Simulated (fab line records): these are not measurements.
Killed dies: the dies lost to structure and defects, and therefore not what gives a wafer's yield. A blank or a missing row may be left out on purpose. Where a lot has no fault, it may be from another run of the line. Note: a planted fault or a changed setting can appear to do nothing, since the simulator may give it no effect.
Comparing a struck lot with a sound one | flow sky130 | 26 steps out of a route of 708
Sound: these wafers, L736.2, L736.3, L736.6. Struck: wafer L743.3 (left out: L743.6, a lot-mate that was not struck); the cause follows at the end.
At each step with rows: each side's tool, then ch and its chambers, then its first start. Under that, the readings that differ: sound wafers | struck wafers | difference of the means | sigmas: that difference in standard deviations of wafers without a fault.
alike: readings with means less than 2 such deviations apart, plus words and numbers identical on both sides. not compared: withheld readings, readings lacking a value on some wafer, bounds such as >300 that could conceal the same value, and numbers that have no deviation in the record and whose values overlap.
Wherever a step has rows on one side only, a row that says differs or no value, or a row with sigmas, the two part there. Non-overlapping numbers with no deviation appear without sigmas and do not part them. Lack of a reading on every wafer of one side parts them only where that side has two or more wafers.

first, 3 steps without rows for these wafers: SKY_CAPM_EXPOSE_09 (exposes mask CAPM, target cd 1000 nm); SKY_CAPM_PEB_10; SKY_CAPM_DEVELOP_11 (develop time 60 s).
SKY_CAPM_OVL_MEAS_12:
  sound on overlay-01, day 37 06:17; struck on overlay-02, day 39 12:29
  alike: CAPM_OVL
SKY_CAPM_METAL_ETCH_13: etches TiN in Cl2/BCl3, stops on SiO2, target depth 220 nm, time 62.9 s.
  sound on rie-metal-03 ch 0,1, day 37 06:19; struck on rie-metal-02 ch 0, day 39 12:32
  reading                        | sound               | struck | difference | sigmas
  chamber-pressure-mTorr (mTorr) | 9.992 10.000 10.008 | 9.981  | -0.019     | -2
  drypump-motor-current-A (A)    | 6.4 6.0 6.1         | 5.3    | -0.9       | -2
  alike: oes-product-au, throttle-valve-pct
  not compared: rf-hours-counter-h
SKY_CAPM_STRIP_14: strips in O2/N2.
  sound on plasma-asher-02 ch 0,1, day 37 06:26; struck on plasma-asher-01 ch 0, day 39 12:37
  reading                      | sound             | struck | difference | sigmas
  strip-time-to-endpoint-s (s) | 12.66 12.63 12.67 | 12.73  | +0.08      | +2
  alike: chamber-pressure-mTorr, drypump-motor-current-A, oes-product-au
  not compared: rf-hours-counter-h
then, 6 steps without rows for these wafers: SKY_CAPM_STRIP_15 (strips in post etch residue remover, time 1200 s); SKY_CAPM_CLEAN_16 (cleans in IPA, time 180 s); SKY_CAPM_CLEAN_17 (cleans in O3/DIW); SKY_METAL3_DEHYDRATE_05 (time 60 s); SKY_METAL3_HMDS_06 (prime time 60 s); SKY_METAL3_COAT_07 (resist thk 60 nm).
SKY_METAL3_COAT_08: resist thk 1140 nm.
  sound on litho-track-04 ch 0, day 37 19:00; struck on litho-track-04 ch 0, day 40 01:00
  reading                                       | sound          | struck | difference | sigmas
  model.KrF-thick_of_METAL3_COAT_08.thk-nm (nm) | 1142 1142 1144 | 1214   | +71        |
  alike: exhaust-pa, spin-speed-rpm
then, 4 steps without rows for these wafers: SKY_METAL3_SOFTBAKE_09 (time 90 s); SKY_METAL3_EXPOSE_10 (exposes mask MM3, target cd 300 nm); SKY_METAL3_PEB_11; SKY_METAL3_DEVELOP_12 (develop time 60 s).
SKY_METAL3_CD_MEAS_13: the cd target is 300 nm.
  sound on cd-sem-02, day 38 09:11; struck on cd-sem-01, day 40 13:38
  reading    | sound             | struck | difference | sigmas
  cd-nm (nm) | 297.1 297.6 296.9 | 302.3  | +5.1       | +3
SKY_METAL3_OVL_MEAS_14:
  sound on overlay-02, day 38 09:18; struck on overlay-02, day 40 13:43
  alike: METAL3_OVL
SKY_METAL3_DESCUM_15: chemistry O2, time 8 s.
  sound on rie-metal-02 ch 0,1, day 38 09:20; struck on rie-metal-04 ch 0, day 40 13:46
  alike: chamber-pressure-mTorr, drypump-motor-current-A, oes-product-au
  not compared: rf-hours-counter-h
SKY_METAL3_ETCH_16: etches BARC in N2/H2, stops on SiO2, time 88.2 s, target depth 60 nm.
  sound on rie-metal-02 ch 0,1, day 38 09:22; struck on rie-metal-04 ch 0, day 40 13:50
  reading                | sound                | struck | difference | sigmas
  throttle-valve-pct (%) | 13.202 13.210 13.201 | 13.226 | +0.022     | +2
  alike: chamber-pressure-mTorr, drypump-motor-current-A, oes-product-au
  not compared: rf-hours-counter-h
SKY_METAL3_ETCH_17: etches SiO2 in C4F8/O2/Ar, stops on TiN, time 3.9 s, target depth 15 nm.
  sound on rie-diel-02 ch 2,3, day 38 09:28; struck on rie-diel-03 ch 1, day 40 13:55
  reading               | sound             | struck | difference | sigmas
  oes-product-au (a.u.) | 0.762 0.763 0.766 | 0.750  | -0.014     | -2
  alike: chamber-pressure-mTorr
  not compared: rf-hours-counter-h
SKY_METAL3_METAL_ETCH_18: etches the open film in Cl2/BCl3, stops on SiO2, target depth 845 nm, time 183.1 s.
  sound on rie-metal-03 ch 0, day 38 09:32; struck on rie-metal-03 ch 1, day 40 14:00
  reading                                       | sound             | struck | difference | sigmas
  model.KrF-thick_of_METAL3_COAT_08.thk-nm (nm) | 529.7 530.9 534.9 | 598    | +66        |
  alike: chamber-pressure-mTorr, drypump-motor-current-A, oes-product-au, throttle-valve-pct
  not compared: rf-hours-counter-h
SKY_METAL3_STRIP_19: strips in O2/N2.
  sound on plasma-asher-03 ch 0,1, day 38 09:50; struck on plasma-asher-01 ch 1, day 40 14:09
  reading                      | sound             | struck | difference | sigmas
  oes-product-au (a.u.)        | 0.497 0.509 0.505 | 0.526  | +0.022     | +4
  strip-time-to-endpoint-s (s) | 6.56 6.58 6.63    | 7.22   | +0.63      | +12
  alike: chamber-pressure-mTorr, drypump-motor-current-A
  not compared: rf-hours-counter-h
then, 1 step without rows for these wafers: SKY_METAL3_STRIP_20 (strips in post etch residue remover, time 1200 s).
-- the record jumps here: 7 days lie between the struck wafers' starts before and after (it left off in module METAL3 and takes up again in module PAD_OPEN, whose first step shown is number 708 of the route) --
SKY_PAD_OPEN_PROBE_99:
  sound on prober-01, day 45 15:05; struck on prober-02, day 47 10:49
  alike: defect-limited-yield, killed_at_M0_to_M3, killed_at_M4_up, killed-at-contacts, killed-at-front-end, killed-at-other, killed-dies, killed-on-rim, killed-open, killed-short, sort_bin_3_pad_short, sort_bin_5_function, sort_bin_6_memory, sort-n-pass, sort-yield-pct

WHERE THEY PART
At SKY_CAPM_METAL_ETCH_13 first; at SKY_METAL3_STRIP_19 last (within this record only). Later steps at which nothing parts them and some readings are alike: SKY_PAD_OPEN_PROBE_99.

WHY: what had been put in by the simulator
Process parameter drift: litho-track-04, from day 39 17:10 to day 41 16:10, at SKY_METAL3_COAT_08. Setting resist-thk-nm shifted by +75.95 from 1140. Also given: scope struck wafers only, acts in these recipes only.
